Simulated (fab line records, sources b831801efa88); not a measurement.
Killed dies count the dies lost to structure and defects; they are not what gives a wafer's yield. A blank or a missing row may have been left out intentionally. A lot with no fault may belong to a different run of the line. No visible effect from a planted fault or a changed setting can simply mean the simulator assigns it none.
A lot that was struck, set against a sound lot / flow sky130 / 43 steps out of a route of 708
Sound: wafers L459.1, L459.2, L459.3. Struck: wafers L471.2, L471.4, L471.6. At the end, the cause is stated.
At each step with rows: each side's tool, then ch and its chambers, then its first start. Under that, the readings that differ: sound wafers / struck wafers / difference of the means / sigmas: that difference in standard deviations of wafers without a fault.
alike: readings whose means differ by less than 2 such deviations, and words and numbers that are the same on both sides. not compared: withheld readings, readings that some wafer has no value for, bounds like >300 that may hide the same value, and numbers for which the record gives no deviation and whose values overlap.
A row with sigmas, a row that says differs or no value, or rows on one side alone: a step with any of these is where the two part. Non-overlapping numbers with no deviation appear without sigmas and do not part them. A reading missing from all wafers of one side parts the sides only when that side holds two or more wafers.

SKY_FIELD_ISO_ETCH_17: etches Si in HBr/Cl2/O2, target depth 342 nm, time 97.7 s.
  sound on rie-si-02 ch 1,2,3, day 2 06:04; struck on rie-si-01 ch 1,2,3, day 4 20:13
  alike: drypump-motor-current-A, oes-product-au, throttle-valve-pct
  not compared: rf-hours-counter-h
then, 5 steps without rows for these wafers: SKY_FIELD_ISO_WET_ETCH_18 (etches Si3N4 in H3PO4, target depth 25 nm, time 286 s); SKY_FIELD_ISO_CLEAN_19 (cleans in SC1/SC2, time 150 s); SKY_FIELD_ISO_CLEAN_20 (cleans in dHF, time 20 s); SKY_FIELD_ISO_WET_ETCH_21 (etches SiO2 in dHF, target depth 20 nm, time 400 s); SKY_FIELD_ISO_OXIDATION_22 (stabilise 600 s, purge 300 s, target thk 10 nm).
SKY_FIELD_ISO_THK_MEAS_23:
  sound on film-metro-02, day 2 09:16; struck on film-metro-03, day 4 22:21
  alike: FIELD_ISO_OXIDATION_01_THK
then, 1 step without rows for these wafers: SKY_FIELD_ISO_CVD_24 (deposits SiO2, target thk 595 nm, time 99.2 s).
SKY_FIELD_ISO_THK_MEAS_25:
  sound on film-metro-03, day 2 09:25; struck on film-metro-01, day 4 22:29
  alike: FIELD_ISO_CVD_24_THK
then, 1 step without rows for these wafers: SKY_FIELD_ISO_ANNEAL_26 (time 1800 s).
SKY_FIELD_ISO_CMP_27: polishes, stops on Si3N4, t overpolish 16 s, target thk 457.8 nm.
  sound on cmp-02 ch 0,1,2, day 2 10:58; struck on cmp-01 ch 0,2, day 5 00:26
  alike: motor-current-A, overpolish-run-s, time-to-endpoint-s
then, 1 step without rows for these wafers: SKY_FIELD_ISO_WET_ETCH_28 (etches SiO2 in dHF, target depth 23.7 nm, time 47 s).
SKY_FIELD_ISO_WET_ETCH_29: etches Si3N4 in H3PO4, target depth 160 nm, time 1825 s.
  sound on wet-bench-02 ch 1, day 2 11:17; struck on wet-bench-03 ch 1, day 5 00:46
then, 3 steps without rows for these wafers: SKY_FIELD_ISO_WET_ETCH_30 (etches SiO2 in dHF, target depth 25 nm, time 50 s); SKY_NWELL_CLEAN_00 (cleans in SC1/SC2, time 150 s); SKY_NWELL_OXIDATION_01 (stabilise 600 s, purge 300 s, target thk 10 nm).
SKY_NWELL_THK_MEAS_02:
  sound on film-metro-01, day 2 14:47; struck on film-metro-04, day 5 03:46
  alike: NWELL_OXIDATION_THK
then, 8 steps without rows for these wafers: SKY_DNWELL_DEHYDRATE_00 (time 60 s); SKY_DNWELL_HMDS_01 (prime time 60 s); SKY_DNWELL_COAT_02 (resist thk 3000 nm); SKY_DNWELL_SOFTBAKE_03; SKY_DNWELL_EXPOSE_04 (exposes mask DNM, target cd 3000 nm); SKY_DNWELL_PEB_05; SKY_DNWELL_DEVELOP_06 (develop time 60 s); SKY_DNWELL_IMPLANT_07.
SKY_DNWELL_STRIP_08: strips in O2/N2.
  sound on plasma-asher-04 ch 0,1, day 3 05:41; struck on plasma-asher-04 ch 0, day 5 21:17
  alike: drypump-motor-current-A, oes-product-au, strip-time-to-endpoint-s
  not compared: rf-hours-counter-h
SKY_DNWELL_TW_MEAS_09:
  sound on film-metro-01, day 3 05:47; struck on film-metro-01, day 5 21:23
  alike: DNWELL_TW
then, 7 steps without rows for these wafers: SKY_PWDE_DEHYDRATE_00 (time 60 s); SKY_PWDE_HMDS_01 (prime time 60 s); SKY_PWDE_COAT_02 (resist thk 3000 nm); SKY_PWDE_SOFTBAKE_03; SKY_PWDE_EXPOSE_04 (exposes mask PWDEM, target cd 840 nm); SKY_PWDE_PEB_05; SKY_PWDE_DEVELOP_06 (develop time 60 s).
SKY_PWDE_OVL_MEAS_07:
  sound on overlay-01, day 3 21:51; struck on overlay-01, day 6 14:44
reading=PWDE_OVL (nm); sound=1.9 2.8 1.2; struck=-0.2 -1.9 -2.8; difference=-3.6; sigmas=-3
then, 1 step without rows for these wafers: SKY_PWDE_IMPLANT_08.
SKY_PWDE_STRIP_09: strips in O2/N2.
  sound on plasma-asher-01 ch 0,1, day 3 22:02; struck on plasma-asher-02 ch 0,1, day 6 14:55
  alike: drypump-motor-current-A, oes-product-au, strip-time-to-endpoint-s
  not compared: rf-hours-counter-h
SKY_PWDE_TW_MEAS_10:
  sound on film-metro-01, day 3 22:08; struck on film-metro-03, day 6 15:01
  alike: PWDE_TW
then, 4 steps without rows for these wafers: SKY_NWELL_DEHYDRATE_03 (time 60 s); SKY_NWELL_HMDS_04 (prime time 60 s); SKY_NWELL_COAT_05 (resist thk 3000 nm); SKY_NWELL_SOFTBAKE_06.
-- the record jumps here: 42 days lie between the struck wafers' starts before and after (it left off in module NWELL and takes up again in module PAD_OPEN, whose first step shown is number 708 of the route) --
SKY_PAD_OPEN_PROBE_99:
  sound on prober-01, day 45 23:21; struck on prober-02, day 48 17:46
reading=killed-at-front-end; sound=23 19 21; struck=68 64 64; difference=+44; sigmas=+11
reading=killed-dies; sound=77 83 102; struck=128 124 129; difference=+40; sigmas=+4
  alike: killed_at_M0_to_M3, killed_at_M4_up, killed-at-contacts, killed-at-other, killed-on-rim, killed-open, killed-short

== WHERE THEY PART ==
Earliest at SKY_PWDE_OVL_MEAS_07; latest, in this record, at SKY_PAD_OPEN_PROBE_99.

WHY: the cause the simulator had injected
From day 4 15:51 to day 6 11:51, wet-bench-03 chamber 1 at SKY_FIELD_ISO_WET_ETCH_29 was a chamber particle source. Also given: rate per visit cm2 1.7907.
